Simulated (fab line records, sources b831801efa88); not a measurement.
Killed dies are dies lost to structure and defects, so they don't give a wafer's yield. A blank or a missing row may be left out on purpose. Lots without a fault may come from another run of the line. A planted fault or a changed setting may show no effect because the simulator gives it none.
fab line records | flow sky130
record lots=15 wafers=45 last_day=50
route steps=708 shown POLY_GATE@228 SD_P@330 RES_XHIGH@336 LI_CONTACT@364
lots that met no fault: from a run of the same line without faults
start_h: hours from the record's first day to the start of the lot's first wafer shown | wait_h: hours since the lot's step before | " the same as in the row above | L1.1+2: a row that stands for several wafers | - no value, or no start given | * or withheld: withheld | < > ~ a bound
route shown NAME@n: a module of which the file shows steps, and the number in the route of the first | usual: mean/standard deviation of fault-free wafers | same: alike in all rows | chamber/n: place in a boat | sites: the reading at each site | _std_site: their standard deviation | _edge_site: outer sites' mean less inner sites' | radius_mm: how far each site lies from the wafer's centre | mask NAME#n: copy n | behind: the tool/chamber that last shaped the wafer | hold: why the lot was held/for how many hours/how that ended | device: the transistor (n, p or np) that didn't switch | end of line: the same wafers' tests at the end of the route | a step without rows: its recipe alone | killed: dies lost to structure and defects at the first sort, not the wafer's yield | map: a wafer's dies, x killed, . not, _ none there
set.NAME: the setting as run; set.NAME@STEP: as run at that earlier step | model.NAME: the simulator's own value behind a step, which no gauge read
steps of the route over a sample of lots; a table a step, a row a wafer
services: from which hour (start_h, from the record's first day; less than 0 if before it) a tool's chamber was out of use, for how many hours, and why
## steps
# step SKY_POLY_GATE_OVL_MEAS_14
# usual POLY_GATE_OVL=-2/5.1
# columns lot.wafer tool chamber start_h wait_h POLY_GATE_OVL[nm]
L291.3 overlay-02 - 378.44 0.1 0
L291.4 " - " " 7
L291.6 " - " " 8
L293.4 overlay-02 - 390.25 0.1 -9
L293.5 " - " " 5
L293.6 " - " " 0
L295.1 overlay-01 - 410.61 0.1 -9
L295.3 " - " " -10
L295.6 " - " " -6
L297.1 overlay-02 - 426.58 0.1 -2
L297.3 " - " " -10
L297.4 " - " " -3
L298.1 overlay-02 - 426.81 0.1 6
L298.2 " - " " 1
L298.3 " - " " 1
L306.1 overlay-02 - 499.05 0.1 -5
L306.2 " - " " -3
L306.4 " - " " -11
L304.1 overlay-02 - 499.33 0.1 1
L304.3 " - " " -6
L304.6 " - " " 1
L305.1 overlay-01 - 499.46 0.1 -2
L305.2 " - " " -1
L305.4 " - " " 3
L307.3 overlay-01 - 508.84 0.1 -4
L307.5 " - " " 1
L307.6 " - " " -8
L309.1 overlay-01 - 529.21 0.1 -1
L309.2 " - " " -3
L309.5 " - " " -2
L308.1 overlay-02 - 529.33 0.1 -1
L308.4 " - " " -8
L308.6 " - " " 3
L310.3 overlay-02 - 538.52 0.1 2
L310.5 " - " " 1
L310.6 " - " " -4
L312.1 overlay-02 - 556.76 0.1 -1
L312.3 " - " " -4
L312.4 " - " " -7
L314.2 overlay-01 - 561.68 0.1 3
L314.3 " - " " 2
L314.5 " - " " 4
L313.2 overlay-02 - 562.93 0.1 -2
L313.4 " - " " -2
L313.5 " - " " 7
# step SKY_SD_P_STRIP_10
# recipe chemistry=O2/N2 power_w=1400 pressure_mtorr=1500 platen_temp_c=withheld o2_flow_sccm=3000 n2_flow_sccm=300 overash_fraction=0.5
# usual drypump_motor_current_A=5.7/0.65 oes_product_au=0.617/0.0044 strip_time_to_endpoint_s=17.49/0.044
# columns lot.wafer tool chamber start_h wait_h drypump_motor_current_A oes_product_au rf_hours_counter_h strip_time_to_endpoint_s
L291.3 plasma_asher-01 0 594.12 0.1 5.2 0.617 - 17.43
L291.4 " 1 " " 4.8 0.627 - 17.46
L291.6 " 0 " " 5.2 0.614 - 17.44
L293.4 plasma_asher-04 1 608.01 0.1 5.8 0.617 - 17.49
L293.5 " 0 " " 6.6 0.617 - 17.49
L293.6 " 1 " " 5.8 0.613 - 17.49
L295.1 plasma_asher-04 0 630.94 0.1 6.6 0.612 48 17.49
L295.3 " 1 " " 5.8 0.618 - 17.58
L295.6 " 0 " " 6.6 0.614 - 17.49
L298.1 plasma_asher-02 1 645.08 0.1 6.1 0.609 22 17.48
L298.2 " 0 " " 5.0 0.619 22 17.46
L298.3 " 0 " " 5.0 0.617 - 17.49
L297.1 plasma_asher-01 1 645.44 0.1 4.8 0.617 81 17.49
L297.3 " 0 " " 5.2 0.615 - 17.48
L297.4 " 1 " " 4.8 0.619 - 17.49
L306.1 plasma_asher-01 0 709.44 0.1 5.2 0.611 87 17.49
L306.2 " 1 " " 4.9 0.626 87 17.48
L306.4 " 0 " " 5.2 0.618 - 17.45
L305.1 plasma_asher-02 1 714.44 0.1 6.1 0.616 29 17.51
L305.2 " 0 " " 5.0 0.616 29 17.55
L305.4 " 1 " " 6.1 0.615 - 17.53
L304.1 plasma_asher-02 0 714.94 0.1 5.0 0.612 29 17.36
L304.3 " 1 " " 6.1 0.616 - 17.40
L304.6 " 1 " " 6.1 0.610 - 17.42
L307.3 plasma_asher-04 1 717.98 0.1 5.8 0.618 - 17.50
L307.5 " 1 " " 5.8 0.624 - 17.51
L307.6 " 0 " " 6.6 0.617 - 17.51
L309.1 plasma_asher-01 0 736.73 0.1 5.2 0.618 89 17.45
L309.2 " 1 " " 4.9 0.618 89 17.41
L309.5 " 1 " " 4.9 0.618 - 17.42
L308.1 plasma_asher-04 1 737.69 0.1 5.8 0.618 59 17.48
L308.4 " 1 " " 5.8 0.621 - 17.48
L308.6 " 1 " " 5.8 0.615 - 17.47
L310.3 plasma_asher-01 1 744.02 0.1 4.8 0.626 - 17.44
L310.5 " 1 " " 4.8 0.615 - 17.39
L310.6 " 0 " " 5.2 0.614 - 17.44
L312.1 plasma_asher-01 1 761.04 0.1 4.8 0.613 93 17.51
L312.3 " 1 " " 4.8 0.624 - 17.52
L312.4 " 0 " " 5.3 0.628 - 17.49
L314.2 plasma_asher-04 1 766.48 0.1 5.8 0.627 64 17.53
L314.3 " 1 " " 5.8 0.618 - 17.50
L314.5 " 0 " " 6.6 0.614 - 17.57
L313.2 plasma_asher-04 1 767.29 0.1 5.9 0.615 64 17.52
L313.4 " 0 " " 6.6 0.625 - 17.49
L313.5 " 1 " " 5.9 0.611 - 17.52
# step SKY_RES_XHIGH_EXPOSE_04
# recipe mask_id=URPM na=0.6 source_shape=conventional sigma_outer=0.6 polarization=unpolarized target_cd_nm=1270 dose_mj=140
# usual exposure_dose_mJ_cm2=139.98/0.15 focus_offset_nm=0.1/0.45
# columns lot.wafer tool chamber start_h wait_h mask exposure_dose_mJ_cm2 focus_offset_nm
L291.3 iline_stepper-02 0 608.93 - URPM#0 139.95 0.6
L291.4 " 0 " " URPM#0 140.00 0.3
L291.6 " 0 " " URPM#0 140.05 1.1
L293.4 iline_stepper-01 0 622.77 - URPM#0 140.10 -0.4
L293.5 " 0 " " URPM#0 140.30 -0.1
L293.6 " 0 " " URPM#0 140.02 -0.2
L295.1 iline_stepper-02 0 646.13 - URPM#0 139.76 1.2
L295.3 " 0 " " URPM#0 139.90 0.9
L295.6 " 0 " " URPM#0 139.96 0.9
L298.1 iline_stepper-02 0 659.01 - URPM#0 139.95 0.5
L298.2 " 0 " " URPM#0 139.85 -0.1
L298.3 " 0 " " URPM#0 140.01 0.1
L297.1 iline_stepper-01 0 659.25 - URPM#0 140.11 0.8
L297.3 " 0 " " URPM#0 140.02 0.6
L297.4 " 0 " " URPM#0 140.11 0.7
L306.1 iline_stepper-01 - 722.79 - URPM#0 - -
L306.2 " - " " URPM#0 - -
L306.4 " - " " URPM#0 - -
L305.1 iline_stepper-01 - 728.04 - URPM#0 - -
L305.2 " - " " URPM#0 - -
L305.4 " - " " URPM#0 - -
L304.1 iline_stepper-01 - 728.99 - URPM#0 - -
L304.3 " - " " URPM#0 - -
L304.6 " - " " URPM#0 - -
L307.3 iline_stepper-02 0 732.60 - URPM#0 139.92 0.4
L307.5 " 0 " " URPM#0 140.22 0.7
L307.6 " 0 " " URPM#0 139.99 -0.1
L309.1 iline_stepper-02 0 749.54 - URPM#0 140.23 0.7
L309.2 " 0 " " URPM#0 140.08 -0.2
L309.5 " 0 " " URPM#0 140.20 -0.9
L308.1 iline_stepper-02 0 750.86 - URPM#0 140.18 0.7
L308.4 " 0 " " URPM#0 139.98 -0.2
L308.6 " 0 " " URPM#0 140.13 0.4
L310.3 iline_stepper-02 0 757.78 - URPM#0 140.04 0.0
L310.5 " 0 " " URPM#0 140.04 0.4
L310.6 " 0 " " URPM#0 140.11 0.2
L312.1 iline_stepper-02 0 774.42 - URPM#0 139.90 0.5
L312.3 " 0 " " URPM#0 140.15 0.6
L312.4 " 0 " " URPM#0 139.90 -0.3
L314.2 iline_stepper-02 0 779.23 - URPM#0 140.05 0.1
L314.3 " 0 " " URPM#0 139.87 0.9
L314.5 " 0 " " URPM#0 139.92 -0.1
L313.2 iline_stepper-01 0 780.28 - URPM#0 140.01 0.2
L313.4 " 0 " " URPM#0 140.14 -0.2
L313.5 " 0 " " URPM#0 139.98 -0.3
# step SKY_RES_XHIGH_TW_MEAS_09
# usual RES_XHIGH_TW=1638/14
# columns lot.wafer tool chamber start_h wait_h RES_XHIGH_TW
L291.3 film_metro-02 - 623.51 0.1 1619
L291.4 " - " " 1620
L291.6 " - " " 1624
L293.4 film_metro-01 - 636.81 0.1 1651
L293.5 " - " " 1658
L293.6 " - " " 1650
L295.1 film_metro-02 - 660.23 0.1 1635
L295.3 " - " " 1639
L295.6 " - " " 1640
L298.1 film_metro-02 - 673.64 0.1 1613
L298.2 " - " " 1627
L298.3 " - " " 1605
L297.1 film_metro-04 - 674.21 0.1 1648
L297.3 " - " " 1647
L297.4 " - " " 1644
L306.1 film_metro-02 - 736.84 0.1 30
L306.2 " - " " 30
L306.4 " - " " 29
L305.1 film_metro-04 - 741.91 0.1 30
L305.2 " - " " 30
L305.4 " - " " 30
L304.1 film_metro-02 - 742.79 0.1 30
L304.3 " - " " 30
L304.6 " - " " 30
L307.3 film_metro-04 - 746.18 0.1 1641
L307.5 " - " " 1653
L307.6 " - " " 1638
L309.1 film_metro-02 - 763.71 0.1 1616
L309.2 " - " " 1615
L309.5 " - " " 1612
L308.1 film_metro-01 - 764.79 0.1 1640
L308.4 " - " " 1644
L308.6 " - " " 1635
L310.3 film_metro-02 - 770.96 0.1 1614
L310.5 " - " " 1615
L310.6 " - " " 1620
L312.1 film_metro-01 - 788.04 0.1 1634
L312.3 " - " " 1629
L312.4 " - " " 1633
L314.2 film_metro-01 - 792.75 0.1 1636
L314.3 " - " " 1642
L314.5 " - " " 1641
L313.2 film_metro-02 - 793.87 0.1 1630
L313.4 " - " " 1618
L313.5 " - " " 1627
# step SKY_LI_CONTACT_CMP_02
# recipe material=PSG down_force_psi=4 platen_rpm=60 pad_velocity_m_s=0.94248
# usual motor_current_A=12.0/1.5 time_to_endpoint_s=31/3
# columns lot.wafer tool chamber start_h wait_h motor_current_A time_to_endpoint_s
L291.4 cmp-02 3 654.05 0.0 10.6 32
L291.3 " 1 " " 12.5 37
L291.6 " 3 " " 10.5 25
L293.4 cmp-01 0 666.35 0.1 11.5 31
L293.6 " 2 " " 10.8 24
L293.5 " 3 " " 11.7 31
L295.3 cmp-01 0 690.18 0.0 11.3 32
L295.1 " 1 " " 15.5 33
L295.6 " 0 " " 11.9 34
L298.2 cmp-01 1 703.38 0.0 15.1 39
L298.3 " 2 " " 10.0 32
L298.1 " 0 " " 11.4 34
L297.1 cmp-01 3 703.73 0.3 11.6 32
L297.3 " 0 " " 11.3 30
L297.4 " 1 " " 15.3 32
L306.2 cmp-02 3 764.41 0.0 10.9 29
L306.4 " 0 " " 13.1 30
L306.1 " 1 " " 12.0 33
L305.1 cmp-02 1 770.51 0.1 12.3 30
L305.2 " 2 " " 11.3 30
L305.4 " 3 " " 10.6 25
L304.1 cmp-02 3 770.91 0.2 10.0 24
L304.3 " 0 " " 13.8 28
L304.6 " 2 " " 11.5 30
L307.3 cmp-02 2 774.26 0.1 11.4 30
L307.5 " 1 " " 13.0 35
L307.6 " 2 " " 10.9 30
L309.1 cmp-01 0 791.44 0.1 11.3 31
L309.2 " 1 " " 15.1 32
L309.5 " 3 " " 11.6 26
L308.4 cmp-01 2 792.66 0.0 10.8 30
L308.1 " 3 " " 11.2 33
L308.6 " 3 " " 11.9 30
L310.3 cmp-02 0 798.20 0.1 14.0 26
L310.6 " 2 " " 11.0 29
L310.5 " 3 " " 10.5 27
L312.1 cmp-02 2 835.48 0.1 11.0 32
L312.3 " 3 " " 10.2 27
L312.4 " 1 " " 12.7 36
L314.2 cmp-01 1 837.33 0.3 15.4 35
L314.3 " 2 " " 10.5 29
L314.5 " 0 " " 11.8 35
L313.4 cmp-02 2 837.70 0.2 11.1 31
L313.2 " 3 " " 9.8 27
L313.5 " 2 " " 11.7 33
## services
# columns tool chamber start_h hours kind
cmp-01 - 572.00 4.0 pm
iline_stepper-02 - 580.47 1.7 pm
cmp-01 - 583.87 6.4 pm
cmp-02 - 587.84 6.3 repair
iline_stepper-02 - 589.57 14.3 repair
cmp-01 - 594.11 3.9 repair
plasma_asher-01 - 594.66 3.3 repair
cmp-02 - 595.04 1.9 repair
cmp-02 - 598.14 3.2 pm
cmp-02 - 601.60 1.6 repair
iline_stepper-01 - 604.02 1.7 pm
cmp-02 - 626.36 2.6 repair
plasma_asher-01 - 652.99 6.3 repair
plasma_asher-04 - 718.68 1.3 repair
cmp-02 - 744.00 4.0 pm
iline_stepper-01 - 749.98 28.9 pm
plasma_asher-04 - 754.40 3.5 repair
cmp-01 - 769.40 4.3 repair
plasma_asher-04 - 772.64 0.4 repair
cmp-01 - 783.64 4.2 pm
iline_stepper-02 - 798.55 1.7 pm
iline_stepper-01 - 812.70 1.7 pm
plasma_asher-04 - 812.93 2.6 repair
cmp-01 - 826.16 0.8 repair
## key
first_sign step=SKY_RES_XHIGH_EXPOSE_04 reading=tool_record direction=missing
effect step=SKY_RES_XHIGH_TW_MEAS_09 reading=RES_XHIGH_TW direction=down sigmas=99+ usual=1638 struck=30
met_at SKY_RES_XHIGH_EXPOSE_04
struck_lots L304,L305,L306
sort_left_out L304.1,L304.3,L304.6,L305.1,L305.2,L305.4,L306.1,L306.2,L306.4
tester_left_out L304,L305,L306
not_acting_at SKY_POLY_GATE_OVL_MEAS_14,SKY_SD_P_STRIP_10,SKY_LI_CONTACT_CMP_02
onset_between 659.25 722.79
fault kind=skipped_step_whole tool=iline_stepper-01 chamber=- onset_h=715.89 steps=SKY_RES_XHIGH_EXPOSE_04 scope=struck_lots_only
# tester_left_out: of these lots the tester's yield and bins aren't shown, on N5 and GAA mostly nor the transistor test; their killed dies are dies lost to structure and defects alone, not to doping, threshold or leakage, so they don't give the yield
# sort_left_out: the simulated sort isn't trusted on such a fault, so these wafers' sort isn't shown, and their yield isn't known
